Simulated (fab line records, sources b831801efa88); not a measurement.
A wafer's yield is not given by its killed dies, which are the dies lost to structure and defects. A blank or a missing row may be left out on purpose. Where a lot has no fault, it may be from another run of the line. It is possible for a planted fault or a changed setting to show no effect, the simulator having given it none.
fab line records | flow gf180mcu
record: lots: 11 wafers: 33 last-day: 34
route steps=602 shown V5@558 TOP_METAL@568 PASSIVATION@587
lots that met no fault: from a run of the same line without faults
start-h: hours from the record's opening day to when the first of the lot's shown wafers began | wait-h: how many hours have passed since the lot's step before this one | " same as the row above | L1.1+2: a row that stands for several wafers | - either no value or no given start | * or withheld: withheld | < > ~ a bound
route shown NAME@n: names a module that has steps shown in the file, with the first one's number in the route | usual: average and standard deviation across the fault-free wafers | same: alike in all rows | chamber/n: place in a boat | sites: per-site readings | _std_site: the values' standard deviation | _edge_site: the outer-site mean with the inner-site mean subtracted | radius-mm: how far each site lies from the wafer's centre | mask NAME#n: copy n | behind: the most recent tool/chamber to have shaped the wafer | hold: the reason the lot was held/the length of the hold in hours/how it ended | device: names the non-switching transistor (n, p or np) | end of line: the same wafers' tests at the end of the route | a step given without rows: its recipe and nothing more | killed: at the first sort, the dies lost to defects and structure; wafer yield is something else | map: a wafer's dies, marking killed ones x, the rest . and places with no die _
set.NAME: the setting as run; set.NAME@STEP: as run at that earlier step | model.NAME: the simulator's own value behind a step, which no gauge read
route steps across a sampled set of lots; one table per step, one row per wafer
services: from which hour (start-h, from the record's first day; less than 0 if before it) a tool's chamber was out of use, for how many hours, and why
== steps ==
step: GF_V5_STRIP_18
recipe: chemistry: O2/N2 power-w: 1400 pressure-mtorr: 1500 platen-temp-c: 250 o2-flow-sccm: 3000 n2-flow-sccm: 300 overash-fraction: 0.5
usual: chamber-pressure-mTorr: 1500.0/1.3 drypump-motor-current-A: 5.7/0.62 heater-power-w: 361/49 oes-product-au: 0.567/0.0049
columns lot.wafer tool chamber start-h wait-h chamber-pressure-mTorr drypump-motor-current-A heater-power-w oes-product-au rf-hours-counter-h
L613.2 plasma-asher-03 0 648.70 - 1497.6 5.4 342 0.560 55
L613.3 " 1 " " 1498.5 5.1 324 0.574 -
L613.4 " 0 " " 1502.2 5.4 353 0.559 -
L615.1 plasma-asher-01 1 661.45 - 1500.7 6.0 317 0.567 103
L615.2 " 0 " " 1499.6 6.6 417 0.568 103
L615.6 " 1 " " 1498.8 6.0 326 0.563 -
L617.3 plasma-asher-03 0 680.59 - 1500.5 5.4 336 0.566 -
L617.4 " 1 " " 1502.4 5.1 322 0.568 -
L617.5 " 0 " " 1500.0 5.4 345 0.563 -
L618.2 plasma-asher-01 1 686.43 - 1499.4 6.0 320 0.568 106
L618.3 " 0 " " 1498.5 6.6 413 0.568 -
L618.5 " 1 " " 1501.0 6.0 317 0.568 -
L620.1 plasma-asher-01 0 698.93 - 1501.0 6.7 429 0.568 107
L620.5 " 0 " " 1501.0 6.7 402 0.569 -
L620.6 " 1 " " 1499.2 6.0 326 0.569 -
L621.2 plasma-asher-01 0 707.40 - 1499.8 6.6 418 0.565 108
L621.4 " 0 " " 1500.3 6.6 408 0.566 -
L621.6 " 0 " " 1501.0 6.6 414 0.573 -
L623.3 plasma-asher-01 1 712.80 - 1500.2 6.0 312 0.569 -
L623.4 " 0 " " 1498.9 6.6 414 0.571 -
L623.6 " 1 " " 1501.5 6.0 321 0.572 -
L624.2 plasma-asher-01 1 726.20 - 1499.6 6.0 318 0.574 109
L624.3 " 1 " " 1500.0 6.0 317 0.567 -
L624.5 " 0 " " 1500.9 6.6 409 0.576 -
L629.3 plasma-asher-03 1 755.26 - 1499.6 5.1 320 0.569 -
L629.4 " 0 " " 1500.0 5.4 349 0.566 -
L629.6 " 0 " " 1501.2 5.4 341 0.563 -
L631.2 plasma-asher-04 1 764.27 - 1501.6 5.2 420 0.566 33
L631.5 " 1 " " 1497.9 5.2 429 0.559 -
L631.6 " 0 " " 1498.6 5.0 300 0.571 -
L633.1 plasma-asher-04 0 778.92 - 1500.1 5.0 303 0.568 35
L633.2 " 1 " " 1502.3 5.2 432 0.570 35
L633.6 " 1 " " 1499.7 5.2 438 0.557 -
step: GF_TOP_METAL_SPUTTER_01
recipe: material: TiN target-thk-nm: 30 power-w: 6500 time-s: 25 chamber-pressure-pa: 0.4
usual: chamber-pressure-pa: 0.4000/0.00076 throttle-valve-pct: 29.8/1.1
columns lot.wafer tool chamber start-h wait-h chamber-pressure-pa throttle-valve-pct
L613.2 pvd-sputter-02 - 650.07 0.1 0.3991 29.1
L613.3 " - " " 0.4013 31.4
L613.4 " - " " 0.3983 29.3
L615.1 pvd-sputter-02 - 662.81 0.1 0.3999 29.5
L615.2 " - " " 0.4014 29.3
L615.6 " - " " 0.4009 31.4
L617.3 pvd-sputter-02 - 681.90 0.1 0.3994 29.3
L617.4 " - " " 0.3990 31.3
L617.5 " - " " 0.3997 31.5
L618.2 pvd-sputter-04 - 687.81 0.1 0.3989 29.5
L618.3 " - " " 0.4006 27.8
L618.5 " - " " 0.4006 27.4
L620.1 pvd-sputter-01 - 700.44 0.1 0.4015 28.9
L620.5 " - " " 0.4001 29.2
L620.6 " - " " 0.3995 30.2
L621.2 pvd-sputter-02 - 708.92 0.1 0.3993 29.2
L621.4 " - " " 0.3996 31.3
L621.6 " - " " 0.4003 31.5
L623.3 pvd-sputter-04 - 714.12 0.1 0.3998 30.8
L623.4 " - " " 0.4009 29.7
L623.6 " - " " 0.4011 29.5
L624.2 pvd-sputter-02 - 727.62 0.1 0.4005 28.8
L624.3 " - " " 0.3994 28.9
L624.5 " - " " 0.4003 29.0
L629.3 pvd-sputter-04 - 756.84 0.1 0.3995 27.6
L629.4 " - " " 0.4007 30.7
L629.6 " - " " 0.4001 29.7
L631.2 pvd-sputter-02 - 765.63 0.1 0.4001 29.0
L631.5 " - " " 0.3992 28.6
L631.6 " - " " 0.4002 29.5
L633.1 pvd-sputter-04 - 780.25 0.1 0.3986 29.6
L633.2 " - " " 0.3987 27.2
L633.6 " - " " 0.3995 31.0
step: GF_PASSIVATION_CVD_00
recipe: material: SiO2 target-thk-nm: 1000 precursor: TEOS temp-c: 400 time-s: 111.95 rf-w: 600
usual: heater-power-w: 661/85 run-length-s: 139.8/0.5
columns lot.wafer tool chamber start-h wait-h heater-power-w run-length-s
L613.2 pecvd-03 0 670.42 0.0 551 139.5
L613.3 " 1 " " 656 140.3
L613.4 " 0 " " 591 140.1
L615.1 pecvd-04 0 682.76 0.0 694 139.5
L615.2 " 2 " " 797 140.0
L615.6 " 2 " " 655 140.7
L617.3 pecvd-04 2 701.76 0.0 741 140.6
L617.4 " 1 " " 743 139.8
L617.5 " 0 " " 691 138.9
L618.2 pecvd-03 0 707.91 0.0 587 140.1
L618.3 " 2 " " 541 139.2
L618.5 " 2 " " 612 139.1
L620.1 pecvd-03 0 719.86 0.0 502 115.0
L620.5 " 2 " " 641 114.8
L620.6 " 0 " " 559 115.2
L621.2 pecvd-04 1 728.55 0.0 736 140.0
L621.4 " 1 " " 598 139.8
L621.6 " 2 " " 671 140.3
L623.3 pecvd-03 2 732.82 0.0 646 114.7
L623.4 " 2 " " 674 115.2
L623.6 " 1 " " 542 115.5
L624.2 pecvd-01 1 745.93 0.0 663 140.1
L624.3 " 0 " " 713 139.1
L624.5 " 1 " " 722 139.7
L629.3 pecvd-04 1 773.48 0.0 634 139.9
L629.4 " 0 " " 692 138.9
L629.6 " 1 " " 695 140.6
L631.2 pecvd-04 0 782.51 0.0 708 139.8
L631.5 " 2 " " 808 140.0
L631.6 " 0 " " 722 138.8
L633.1 pecvd-04 2 795.91 0.0 733 140.1
L633.2 " 0 " " 743 139.2
L633.6 " 1 " " 607 139.8
step: GF_PASSIVATION_THK_MEAS_01
recipe: reads: SiO2_of_PASSIVATION_CVD_00
usual: PASSIVATION_CVD_00_THK: 1003/13
columns lot.wafer tool chamber start-h wait-h PASSIVATION_CVD_00_THK[nm]
L613.2 film-metro-01 - 670.50 0.0 986
L613.3 " - " " 978
L613.4 " - " " 1006
L615.1 film-metro-04 - 682.84 0.0 1001
L615.2 " - " " 983
L615.6 " - " " 1005
L617.3 film-metro-04 - 701.86 0.1 991
L617.4 " - " " 1018
L617.5 " - " " 1030
L618.2 film-metro-04 - 708.00 0.1 993
L618.3 " - " " 987
L618.5 " - " " 1004
L620.1 film-metro-01 - 719.93 0.0 761
L620.5 " - " " 781
L620.6 " - " " 785
L621.2 film-metro-01 - 728.68 0.1 1006
L621.4 " - " " 1018
L621.6 " - " " 1000
L623.3 film-metro-03 - 732.92 0.1 784
L623.4 " - " " 807
L623.6 " - " " 774
L624.2 film-metro-04 - 746.02 0.0 993
L624.3 " - " " 1013
L624.5 " - " " 1005
L629.3 film-metro-04 - 773.58 0.1 1015
L629.4 " - " " 1018
L629.6 " - " " 1023
L631.2 film-metro-04 - 782.59 0.0 997
L631.5 " - " " 1001
L631.6 " - " " 1020
L633.1 film-metro-03 - 795.98 0.0 990
L633.2 " - " " 1008
L633.6 " - " " 1012
step: GF_PASSIVATION_THK_MEAS_03
recipe: reads: Si3N4_of_PASSIVATION_CVD_02
usual: PASSIVATION_CVD_02_THK: 700/11
columns lot.wafer tool chamber start-h wait-h PASSIVATION_CVD_02_THK[nm]
L613.2 film-metro-01 - 670.85 0.2 684
L613.3 " - " " 697
L613.4 " - " " 710
L615.1 film-metro-04 - 683.18 0.1 692
L615.2 " - " " 715
L615.6 " - " " 708
L617.3 film-metro-03 - 702.21 0.2 704
L617.4 " - " " 696
L617.5 " - " " 712
L618.2 film-metro-04 - 708.35 0.2 705
L618.3 " - " " 686
L618.5 " - " " 714
L620.1 film-metro-01 - 720.28 0.1 699
L620.5 " - " " 705
L620.6 " - " " 717
L621.2 film-metro-04 - 729.03 0.2 698
L621.4 " - " " 707
L621.6 " - " " 709
L623.3 film-metro-01 - 733.27 0.2 694
L623.4 " - " " 707
L623.6 " - " " 704
L624.2 film-metro-01 - 746.37 0.2 679
L624.3 " - " " 692
L624.5 " - " " 697
L629.3 film-metro-03 - 773.93 0.2 678
L629.4 " - " " 705
L629.6 " - " " 693
L631.2 film-metro-04 - 782.94 0.2 689
L631.5 " - " " 704
L631.6 " - " " 707
L633.1 film-metro-04 - 796.47 0.3 678
L633.2 " - " " 694
L633.6 " - " " 699
step: GF_PASSIVATION_ETCH_11
recipe: chemistry: CF4/O2 target-depth-nm: 1800 stop-on: TiN source-w: 800 bias-w: 150 pressure-mtorr: 150 cf4-flow-sccm: 80 O2_flow_sccm: 10 time-s: 400
usual: cf4-flow-sccm: 80.01/0.24 chamber-pressure-mTorr: 149.98/0.14 drypump-motor-current-A: 5.7/0.45 oes-product-au: 0.963/0.0076 throttle-valve-pct: 5.960/0.0089
columns lot.wafer tool chamber start-h wait-h cf4-flow-sccm chamber-pressure-mTorr drypump-motor-current-A oes-product-au rf-hours-counter-h throttle-valve-pct
L613.2 rie-diel-01 1 690.04 - 79.85 149.83 5.5 0.952 4 5.958
L613.3 " 0 " " 79.56 150.11 5.1 0.949 43 5.968
L613.4 " 3 " " 80.02 149.98 6.0 0.963 7 5.980
L615.1 rie-diel-04 3 702.02 - 79.75 150.06 5.7 0.959 16 5.955
L615.2 " 0 " " 79.56 150.07 5.5 0.966 6 5.967
L615.6 " 2 " " 80.02 150.04 5.8 0.963 - 5.956
L617.3 rie-diel-01 3 720.21 - 79.75 149.98 6.0 0.957 - 5.971
L617.4 " 1 " " 80.02 150.03 5.5 0.972 - 5.956
L617.5 " 3 " " 79.91 150.13 6.0 0.978 - 5.959
L618.2 rie-diel-01 3 725.42 - 80.40 150.02 6.0 0.956 9 5.965
L618.3 " 0 " " 79.44 149.84 5.1 0.951 44 5.959
L618.5 " 1 " " 80.33 149.80 5.5 0.969 - 5.943
L620.1 rie-diel-02 1 737.82 - 79.58 149.88 6.6 0.875 11 5.933
L620.5 " 3 " " 79.96 150.17 6.4 0.885 - 5.938
L620.6 " 2 " " 79.82 150.03 5.5 0.890 - 5.940
L621.2 rie-diel-04 3 746.07 - 80.02 150.20 5.7 0.969 17 5.962
L621.4 " 2 " " 80.07 149.99 5.8 0.975 33 5.969
L621.6 " 2 " " 79.95 150.04 5.8 0.970 - 5.958
L623.3 rie-diel-01 3 750.29 - 79.88 149.87 6.0 0.884 9 5.934
L623.4 " 0 " " 80.23 149.75 5.1 0.903 45 5.926
L623.6 " 3 " " 80.01 150.02 6.0 0.887 - 5.931
L624.2 rie-diel-01 0 762.49 - 80.17 149.98 5.1 0.955 46 5.954
L624.3 " 2 " " 79.59 150.15 5.0 0.962 29 5.937
L624.5 " 3 " " 79.87 150.14 6.0 0.971 - 5.970
L629.3 rie-diel-04 1 789.79 - 80.09 149.94 5.8 0.954 14 5.959
L629.4 " 3 " " 80.05 149.98 5.7 0.973 19 5.956
L629.6 " 1 " " 80.40 150.18 5.8 0.972 - 5.967
L631.2 rie-diel-01 2 797.88 - 79.83 149.86 5.0 0.959 31 5.937
L631.5 " 2 " " 79.96 150.08 5.0 0.969 - 5.950
L631.6 " 3 " " 80.45 149.84 6.0 0.966 - 5.963
L633.1 rie-diel-02 2 811.48 - 80.23 149.91 5.5 0.952 15 5.971
L633.2 " 0 " " 80.51 149.95 5.7 0.960 20 5.958
L633.6 " 2 " " 79.97 150.03 5.5 0.971 - 5.956
== services ==
columns tool chamber start-h hours kind
plasma-asher-04 - 627.44 5.7 repair
plasma-asher-04 - 627.62 13.6 repair
pecvd-04 - 633.22 1.0 repair
rie-diel-02 - 634.03 0.3 repair
pecvd-03 1 640.76 4.8 repair
rie-diel-01 2 673.41 4.2 repair
rie-diel-01 0 693.07 3.3 repair
pecvd-03 - 694.00 2.8 pm
rie-diel-01 - 695.56 14.6 pm
pecvd-03 0 701.15 6.2 repair
rie-diel-01 2 712.19 9.2 repair
rie-diel-01 0 712.85 7.5 repair
plasma-asher-01 - 713.91 0.3 repair
rie-diel-01 3 726.05 9.6 repair
pvd-sputter-04 - 729.90 3.4 repair
plasma-asher-01 - 730.99 2.2 repair
plasma-asher-01 - 733.75 9.0 pm
pecvd-03 - 774.36 1.0 repair
plasma-asher-01 - 774.67 1.2 repair
pecvd-04 - 783.67 2.5 repair
plasma-asher-01 - 793.45 1.5 repair
pecvd-03 - 799.38 14.0 pm
rie-diel-01 0 799.53 7.5 repair
pvd-sputter-02 - 802.42 4.0 repair
== key ==
first-sign: step: GF_PASSIVATION_CVD_00 reading: run-length-s direction: down sigmas: 50 usual: * struck: *
effect: step: GF_PASSIVATION_THK_MEAS_01 reading: PASSIVATION_CVD_00_THK direction: down sigmas: 17 usual: 1003 struck: 782
effect: step: GF_PASSIVATION_ETCH_11 reading: oes-product-au direction: down sigmas: 9.9 usual: 0.963 struck: 0.887
met-at GF_PASSIVATION_CVD_00
struck-lots L620,L623
not-acting-at GF_V5_STRIP_18,GF_TOP_METAL_SPUTTER_01,GF_PASSIVATION_THK_MEAS_03
onset-between 707.91 719.86
fault: kind: process-parameter-drift tool: pecvd-03 chamber: - onset-h: 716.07 steps: GF_PASSIVATION_CVD_00 channel: time-s offset: * shape: step end-h: 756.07 acts-in: * stated: *
